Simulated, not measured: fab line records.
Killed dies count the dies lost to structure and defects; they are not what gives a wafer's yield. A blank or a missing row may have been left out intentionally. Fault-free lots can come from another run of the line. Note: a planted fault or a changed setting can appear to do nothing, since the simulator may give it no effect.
Matching of chambers -- flow gf180mcu -- GF_V1_CVD_02 on pecvd-03 has 3 sister chambers
The step deposits SiO2 from TEOS, target thk 850 nm, time 94.851 s. 6 wafers are shown with their chamber, then 7 later ones without.

== WAFERS PAIRED WITH THEIR CHAMBERS ==
wafer,chamber,heater_power_outer_w (W),heater_power_w (W)
L505.6,0,424,710
L509.1,0,468,752
L521.3,2,267,497
L521.6,1,425,725
L522.3,1,367,645
L522.4,2,214,425

== WAFERS MISSING THEIR CHAMBER ==
wafer,heater_power_outer_w (W),heater_power_w (W)
L522.5,416,708
L525.1,458,771
L525.3,289,517
L525.4,357,627
L526.4,214,419
L526.5,353,617
L526.6,431,743

== THE CHAMBER EACH PASSED THROUGH ==
wafer,from the rows above,in truth
L522.5,can't be placed: 1 or 0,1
L525.1,can't be placed: 0 or 1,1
L525.3,2,2
L525.4,can't be placed: 1 or 0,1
L526.4,2,2
L526.5,can't be placed: 1 or 0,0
L526.6,can't be placed: 0 or 1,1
Correct placement for 2 of the 7. Not placeable from these rows: 5 (in 5, the candidates include the true chamber). Wrongly placed: 0.
How it was worked out, from the rows above alone: a wafer's distance from a chamber is the root of the sum, over the readings, of the square of ((its reading less the chamber's mean) divided by the reading's scatter). If the next closest chamber is less than 2 further off than the closest, the wafer can't be placed; otherwise it belongs to the closest. Each chamber's mean is taken over the wafers shown for it. How the scatter is found: for the shown wafers, subtract from each reading the mean of its chamber, square and add these, divide the total by (wafers less chambers), then take the root.
